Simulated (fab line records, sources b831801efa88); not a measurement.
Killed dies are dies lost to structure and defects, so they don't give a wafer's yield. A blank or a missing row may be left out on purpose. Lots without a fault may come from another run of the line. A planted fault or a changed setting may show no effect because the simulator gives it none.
Which tool did it? | flow sky130 | 7 lots, 19 wafers sampled, at 1 step of a route of 708

WHAT THE GAUGES READ, wafer by wafer
SKY_VT_ADJUST_LVTN_OVL_MEAS_07.
lot  | measured     | on         | VT_ADJUST_LVTN_OVL (nm)
L289 | day 7 04:15  | overlay-02 | 1.7 -0.8 0.7
L291 | day 7 13:07  | overlay-01 | 0.1 0.9 -0.3
L298 | day 9 18:03  | overlay-02 | -0.1 -1.6
L301 | day 10 19:10 | overlay-01 | -0.8 -1.5
L303 | day 11 01:52 | overlay-01 | 0.9 1.5 0.6
L306 | day 11 18:42 | overlay-01 | -0.9 -0.6 -0.3
L310 | day 12 20:01 | overlay-02 | -2.1 -3.0 -1.7

WHICH TOOL RAN EACH LOT (tool, then ch and the chambers of the sampled wafers, then the start)
The record holds no process step before these readings.

THE ANSWER, worked out from the rows above alone
Rule: what is usual is taken from the lots themselves. Put in order of their means at a reading, lots are off if they are a third of the lots or fewer, leave a main group of 4 or more, and stand apart from it by a gap of 3 or more times the standard deviation of the main group's means; of several such gaps the widest counts. A main group whose means are all the same, to the digits that the tables above print for the reading, isn't used. A lot without any number at a reading at which 4 lots or more have one is off too. The other lots that the step has rows for count as sound.
No lot is off at any reading shown: from this, nothing can be told.

WHAT THE SIMULATOR HAD PUT IN
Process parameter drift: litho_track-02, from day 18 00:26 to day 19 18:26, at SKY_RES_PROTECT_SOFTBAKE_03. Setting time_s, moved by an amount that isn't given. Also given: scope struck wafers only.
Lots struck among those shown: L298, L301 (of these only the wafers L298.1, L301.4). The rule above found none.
